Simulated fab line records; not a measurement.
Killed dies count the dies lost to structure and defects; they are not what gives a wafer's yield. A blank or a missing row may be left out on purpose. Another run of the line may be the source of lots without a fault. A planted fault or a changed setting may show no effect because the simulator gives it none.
fab line records	flow sky130
[record] lots = 13	wafers = 39	lastDay = 50
route steps=708 shown LDD_P@265 VIA3@585 METAL4@629 METAL5@661 PAD_OPEN@708
lots that met no fault: from a run of the same line without faults
startH: the number of hours between the record's first day and the start of the first shown wafer of the lot	waitH: hours elapsed since this lot's preceding step	" identical to the entry in the row above	L1.1+2: a single row standing in for several wafers	- no value, or no start given	* or withheld: withheld	< > ~ a bound
route shown NAME@n: NAME is a module with steps in the file, n the number in the route of the first one	usual: mean and standard deviation over wafers with no fault	same: alike in all rows	chamber/n: place in a boat	sites: per-site readings	_std_site: their standard deviation	_edge_site: mean of outer sites minus mean of inner sites	radiusMm: for every site, how far away it sits from the centre of the wafer	mask NAME#n: copy n	behind: the tool/chamber that last shaped the wafer	hold: why the lot went on hold/how many hours it stayed there/how the hold came to an end	device: the n, p or np transistor that did not switch	end of line: at the end of the route, the tests of the same wafers	a step given without rows: its recipe and nothing more	killed: not the wafer's yield, but the dies lost to structure and defects at the first sort	map: a wafer's dies, marking killed ones x, the rest . and places with no die _
set.NAME: the run value of the setting; set.NAME@STEP: its run value at that earlier step	model.NAME: the simulator's own value behind a step, which no gauge read
one table for each step of the route and one row for each wafer, over a sample of lots
services: the hour from which a tool's chamber was out of use, counted from the record's first day as startH (under 0 if before that day), plus the number of hours and why
[[steps]]
[step SKY_LDD_P_STRIP_10]
[recipe] chemistry = O2/N2	powerW = 1400	pressureMtorr = 1500	platenTempC = withheld	o2FlowSccm = 3000	n2FlowSccm = 300	overashFraction = 0.5
[usual] chamberPressureMTorr = 1500.3/1.2	drypumpMotorCurrentA = 5.8/0.47	n2FlowSccm = 300.1/0.89	oesProductAu = 0.715/0.0045	stripTimeToEndpointS = 14.19/0.046
lot.wafer	tool	chamber	startH	waitH	chamberPressureMTorr	drypumpMotorCurrentA	n2FlowSccm	oesProductAu	rfHoursCounterH	stripTimeToEndpointS
L741.2	plasmaAsher-04	1	439.05	0.1	1498.7	5.9	300.5	0.714	61	14.19
L741.3	"	1	"	"	1500.9	5.9	299.7	0.714	-	14.19
L741.6	"	1	"	"	1500.2	5.9	299.7	0.716	-	14.15
L742.1	plasmaAsher-03	0	449.18	0.1	1500.3	6.7	300.4	0.719	2	14.20
L742.2	"	1	"	"	1500.3	5.8	300.6	0.718	2	14.21
L742.5	"	1	"	"	1501.0	5.8	299.0	0.715	-	14.23
L743.1	plasmaAsher-02	1	471.92	0.1	1500.4	5.9	298.7	0.716	78	14.16
L743.2	"	0	"	"	1499.1	5.2	298.4	0.714	78	14.17
L743.6	"	0	"	"	1501.7	5.2	300.4	0.714	-	14.15
L745.2	plasmaAsher-03	1	478.03	0.1	1498.0	5.8	300.4	0.705	5	14.15
L745.5	"	0	"	"	1499.3	6.8	300.7	0.713	-	14.14
L745.6	"	1	"	"	1499.6	5.8	300.6	0.718	-	14.16
L746.3	plasmaAsher-04	0	486.90	0.1	1499.9	5.4	299.1	0.709	-	14.20
L746.4	"	1	"	"	1500.2	5.9	298.6	0.721	-	14.23
L746.6	"	1	"	"	1501.0	5.9	298.5	0.711	-	14.17
L748.1	plasmaAsher-02	0	502.97	0.1	1499.4	5.2	300.5	0.720	81	14.17
L748.4	"	1	"	"	1502.6	5.9	299.4	0.710	-	14.18
L748.6	"	0	"	"	1498.7	5.2	300.7	0.717	-	14.13
L750.1	plasmaAsher-02	0	523.22	0.1	1497.7	5.2	300.4	0.721	83	14.17
L750.2	"	1	"	"	1500.9	5.9	300.7	0.717	83	14.23
L750.6	"	0	"	"	1500.6	5.2	299.0	0.717	-	14.26
L749.2	plasmaAsher-02	1	525.37	0.1	1499.1	5.9	300.8	0.718	83	14.29
L749.3	"	1	"	"	1500.6	5.9	300.5	0.715	-	14.27
L749.5	"	0	"	"	1501.0	5.2	300.9	0.712	-	14.27
L751.3	plasmaAsher-04	0	535.43	0.1	1500.1	5.3	299.4	0.715	-	14.16
L751.5	"	0	"	"	1499.8	5.4	300.5	0.716	-	14.16
L751.6	"	1	"	"	1500.6	5.9	300.2	0.717	-	14.17
L754.2	plasmaAsher-02	1	565.90	0.1	1499.0	5.9	300.3	0.715	88	14.15
L754.3	"	1	"	"	1501.3	5.9	301.4	0.711	-	14.17
L754.6	"	1	"	"	1501.0	5.9	301.6	0.717	-	14.14
L760.2	plasmaAsher-03	1	606.42	0.1	1501.3	5.8	301.9	0.715	17	14.23
L760.4	"	0	"	"	1500.8	6.7	300.4	0.715	-	14.22
L760.6	"	0	"	"	1500.2	6.7	300.0	0.717	-	14.19
L763.3	plasmaAsher-04	0	632.70	0.1	1499.4	5.3	300.7	0.726	-	14.16
L763.4	"	1	"	"	1499.5	5.9	299.9	0.714	-	14.16
L763.6	"	0	"	"	1500.7	5.4	299.3	0.717	-	14.16
L764.1	plasmaAsher-04	0	635.58	0.1	1501.7	5.4	300.2	0.716	80	14.16
L764.4	"	1	"	"	1501.6	5.9	298.9	0.716	-	14.16
L764.5	"	0	"	"	1502.0	5.3	300.4	0.712	-	14.15
[step SKY_VIA3_CD_MEAS_12]
[recipe] targetCdNm = 200
[usual] cdNm = 199.8/1.3
lot.wafer	tool	chamber	startH	waitH	cdNm
L741.2	cdSem-02	-	934.99	-	199.8
L741.3	"	-	"	"	200.0
L741.6	"	-	"	"	198.7
L742.1	cdSem-01	-	942.77	-	199.3
L742.2	"	-	"	"	199.5
L742.5	"	-	"	"	200.1
L743.1	cdSem-02	-	958.37	-	199.7
L743.2	"	-	"	"	199.6
L743.6	"	-	"	"	199.6
L745.2	cdSem-02	-	965.14	-	198.9
L745.5	"	-	"	"	198.9
L745.6	"	-	"	"	199.4
L746.3	cdSem-01	-	971.31	-	198.7
L746.4	"	-	"	"	199.9
L746.6	"	-	"	"	199.4
L748.1	cdSem-01	-	983.37	-	201.7
L748.4	"	-	"	"	201.2
L748.6	"	-	"	"	200.5
L750.1	cdSem-02	-	1001.97	-	198.1
L750.2	"	-	"	"	197.8
L750.6	"	-	"	"	200.5
L749.2	cdSem-02	-	1005.54	-	200.4
L749.3	"	-	"	"	200.3
L749.5	"	-	"	"	200.0
L751.3	cdSem-02	-	1012.88	-	198.2
L751.5	"	-	"	"	200.9
L751.6	"	-	"	"	199.5
L754.2	cdSem-01	-	1034.76	-	197.0
L754.3	"	-	"	"	197.5
L754.6	"	-	"	"	197.4
L760.2	cdSem-01	-	1064.56	-	199.1
L760.4	"	-	"	"	198.8
L760.6	"	-	"	"	197.9
L763.3	cdSem-02	-	1087.53	-	201.0
L763.4	"	-	"	"	201.3
L763.6	"	-	"	"	200.6
L764.1	cdSem-02	-	1087.77	-	198.8
L764.4	"	-	"	"	199.9
L764.5	"	-	"	"	198.3
[step SKY_METAL4_CD_MEAS_13]
[recipe] targetCdNm = 300
[usual] cdNm = 300.2/1.5
lot.wafer	tool	chamber	startH	waitH	cdNm
L741.2	cdSem-02	-	985.40	-	299.6
L741.3	"	-	"	"	301.1
L741.6	"	-	"	"	299.3
L742.1	cdSem-01	-	992.63	-	299.7
L742.2	"	-	"	"	301.0
L742.5	"	-	"	"	300.9
L743.1	cdSem-02	-	1008.08	-	298.5
L743.2	"	-	"	"	300.1
L743.6	"	-	"	"	298.3
L745.2	cdSem-01	-	1014.75	-	301.9
L745.5	"	-	"	"	301.9
L745.6	"	-	"	"	302.1
L746.3	cdSem-02	-	1020.77	-	298.1
L746.4	"	-	"	"	297.9
L746.6	"	-	"	"	297.4
L748.1	cdSem-01	-	1032.48	-	301.7
L748.4	"	-	"	"	299.5
L748.6	"	-	"	"	300.7
L750.1	cdSem-02	-	1048.37	-	299.7
L750.2	"	-	"	"	299.4
L750.6	"	-	"	"	299.6
L749.2	cdSem-02	-	1053.40	-	301.9
L749.3	"	-	"	"	300.9
L749.5	"	-	"	"	300.2
L751.3	cdSem-01	-	1059.31	-	298.2
L751.5	"	-	"	"	300.8
L751.6	"	-	"	"	299.5
L754.2	cdSem-02	-	1080.64	-	298.7
L754.3	"	-	"	"	299.4
L754.6	"	-	"	"	298.6
L760.2	cdSem-02	-	1109.89	-	301.8
L760.4	"	-	"	"	300.5
L760.6	"	-	"	"	301.7
L763.3	cdSem-02	-	1129.97	-	301.3
L763.4	"	-	"	"	301.2
L763.6	"	-	"	"	300.3
L764.1	cdSem-02	-	1131.42	-	299.8
L764.4	"	-	"	"	298.9
L764.5	"	-	"	"	299.6
[step SKY_METAL5_SPUTTER_00]
[recipe] material = Ti	targetThkNm = 15	powerW = 3000	timeS = 10	chamberPressurePa = 0.4
[usual] throttleValvePct = 29.7/1.4
lot.wafer	tool	chamber	startH	waitH	throttleValvePct
L741.2	pvdSputter-03	-	1011.36	0.1	32.1
L741.3	"	-	"	"	28.9
L741.6	"	-	"	"	29.2
L742.1	pvdSputter-01	-	1019.62	0.2	29.5
L742.2	"	-	"	"	29.4
L742.5	"	-	"	"	30.2
L743.1	pvdSputter-03	-	1034.25	0.2	29.1
L743.2	"	-	"	"	31.9
L743.6	"	-	"	"	27.2
L745.2	pvdSputter-03	-	1040.48	0.3	32.2
L745.5	"	-	"	"	27.5
L745.6	"	-	"	"	28.8
L746.3	pvdSputter-01	-	1046.37	0.2	31.6
L746.4	"	-	"	"	30.2
L746.6	"	-	"	"	31.4
L748.1	pvdSputter-02	-	1057.94	0.1	29.8
L748.4	"	-	"	"	30.6
L748.6	"	-	"	"	29.7
L750.1	pvdSputter-03	-	1072.32	0.1	32.1
L750.2	"	-	"	"	29.3
L750.6	"	-	"	"	29.1
L749.2	pvdSputter-01	-	1077.44	0.1	30.2
L749.3	"	-	"	"	31.5
L749.5	"	-	"	"	29.4
L751.3	pvdSputter-02	-	1083.89	0.1	30.9
L751.5	"	-	"	"	31.4
L751.6	"	-	"	"	29.6
L754.2	pvdSputter-03	-	1104.42	0.1	27.3
L754.3	"	-	"	"	29.2
L754.6	"	-	"	"	27.6
L760.2	pvdSputter-01	-	1132.94	0.1	30.1
L760.4	"	-	"	"	29.2
L760.6	"	-	"	"	29.1
L763.3	pvdSputter-03	-	1151.60	0.2	32.1
L763.4	"	-	"	"	27.6
L763.6	"	-	"	"	27.3
L764.1	pvdSputter-03	-	1153.00	0.1	27.6
L764.4	"	-	"	"	29.1
L764.5	"	-	"	"	27.6
[step SKY_PAD_OPEN_PROBE_99]
[usual] killed_at_M0_to_M3 = 43/6.5	killed_at_M4_up = 3.2/1.9	killedAtContacts = 25/5.5	killedAtFrontEnd = 14/4.2	killedAtOther = 0.2/0.44	killedDies = 85/8.5	killedOnRim = 16/3.3	killedOpen = 47/7	killedShort = 39/6.3
[same] grossDies = 492	killedAtBackSide = 0
lot.wafer	tool	chamber	startH	waitH	killed_at_M0_to_M3	killed_at_M4_up	killedAtContacts	killedAtFrontEnd	killedAtOther	killedDies	killedOnRim	killedOpen	killedShort
L749.2	prober-01	-	1141.33	0.1	32	4	24	56	1	117	15	45	27
L749.3	prober-01	-	1141.38	0.2	38	5	33	59	0	135	18	52	36
L749.5	prober-01	-	1141.48	0.2	57	3	27	17	1	105	22	60	45
L754.2	prober-01	-	1165.53	0.1	40	2	26	53	0	121	9	44	32
L754.3	prober-01	-	1165.58	0.2	37	4	21	66	0	128	17	44	34
L754.6	prober-01	-	1165.73	0.2	48	2	18	62	0	130	18	41	38
// killed by level:class
L749.2 LDD_P:unspecified=45 LI_CONTACT:geometricParticle:open=11 VIA2:geometricParticle:open=9 CONTACT:geometricParticle:open=8 VIA3:geometricParticle:open=6 METAL2:geometricParticle:short=5 POLY_GATE:geometricParticle:open=4 POLY_GATE:geometricParticle:short=3
L749.3 LDD_P:unspecified=47 VIA1:geometricParticle:open=13 LI_CONTACT:geometricParticle:open=11 CONTACT:geometricParticle:open=11 VIA3:geometricParticle:open=6 POLY_GATE:geometricParticle:short=5 LI_CONTACT:geometricParticle:short=4 CONTACT:geometricParticle:short=4
L749.5 LI_CONTACT:geometricParticle:open=12 VIA1:geometricParticle:open=12 VIA1:geometricParticle:short=11 CONTACT:geometricParticle:open=8 METAL2:geometricParticle:short=7 VIA3:geometricParticle:open=7 METAL1:geometricParticle:short=6 VIA2:geometricParticle:open=5
L754.2 LDD_P:unspecified=45 CONTACT:geometricParticle:open=10 VIA3:geometricParticle:open=9 CONTACT:geometricParticle:short=8 VIA1:geometricParticle:open=7 VIA2:geometricParticle:open=6 LOCAL_INTERCONNECT:geometricParticle:short=4 VIA1:geometricParticle:short=4
L754.3 LDD_P:unspecified=50 VIA1:geometricParticle:open=13 VIA2:geometricParticle:open=8 CONTACT:geometricParticle:open=7 FIELD_ISO:geometricParticle:short=5 LI_CONTACT:geometricParticle:open=5 METAL1:geometricParticle:short=5 CONTACT:geometricParticle:short=4
L754.6 LDD_P:unspecified=51 VIA1:geometricParticle:open=12 VIA2:geometricParticle:open=8 VIA1:geometricParticle:short=7 CONTACT:geometricParticle:short=7 METAL2:geometricParticle:short=5 FIELD_ISO:geometricParticle:open=4 CONTACT:geometricParticle:open=4
[[services]]
tool	chamber	startH	hours	kind
plasmaAsher-03	-	421.25	9.0	pm
plasmaAsher-04	-	498.43	7.4	repair
plasmaAsher-03	-	514.66	2.8	pm
pvdSputter-03	-	556.52	4.6	repair
plasmaAsher-02	-	606.63	0.4	repair
pvdSputter-01	-	648.74	3.0	repair
plasmaAsher-02	-	678.21	2.9	repair
plasmaAsher-02	-	733.75	9.0	pm
pvdSputter-03	-	737.93	0.9	repair
pvdSputter-01	-	745.35	6.2	repair
pvdSputter-03	-	761.31	1.0	repair
plasmaAsher-02	-	775.72	0.8	repair
plasmaAsher-02	-	823.45	1.0	repair
pvdSputter-03	-	836.77	2.9	repair
plasmaAsher-02	-	858.89	6.4	repair
plasmaAsher-04	-	866.52	2.8	pm
plasmaAsher-04	-	956.04	5.2	repair
pvdSputter-03	-	1025.08	1.1	repair
plasmaAsher-02	-	1034.80	1.3	repair
plasmaAsher-04	-	1055.25	9.0	pm
plasmaAsher-04	-	1100.04	14.6	pm
pvdSputter-03	-	1108.24	7.5	repair
pvdSputter-01	-	1111.41	2.5	repair
pvdSputter-01	-	1111.76	4.6	repair
[[key]]
[firstSign] step = SKY_PAD_OPEN_PROBE_99	reading = killedAtFrontEnd	direction = up	sigmas = 11	usual = 14	struck = 59
[effect] step = SKY_PAD_OPEN_PROBE_99	reading = killedDies	direction = up	sigmas = 4.8	usual = 85	struck = 126
metAt SKY_LDD_P_STRIP_10
struckLots L749,L754
struckWafers L749.2,L749.3,L754.2,L754.3,L754.6
testerLeftOut L749,L754
notActingAt SKY_VIA3_CD_MEAS_12,SKY_METAL4_CD_MEAS_13,SKY_METAL5_SPUTTER_00
onsetBetween 523.22 525.37
[fault] kind = chamberParticleSource	tool = plasmaAsher-02	chamber = 1	onsetH = 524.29	steps = SKY_LDD_P_STRIP_10	ratePerVisitCm2 = 0.63206	endH = 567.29
// testerLeftOut: of these lots the tester's yield and bins aren't shown, on N5 and GAA mostly nor the transistor test; their killed dies are dies lost to structure and defects alone, not to doping, threshold or leakage, so they don't give the yield
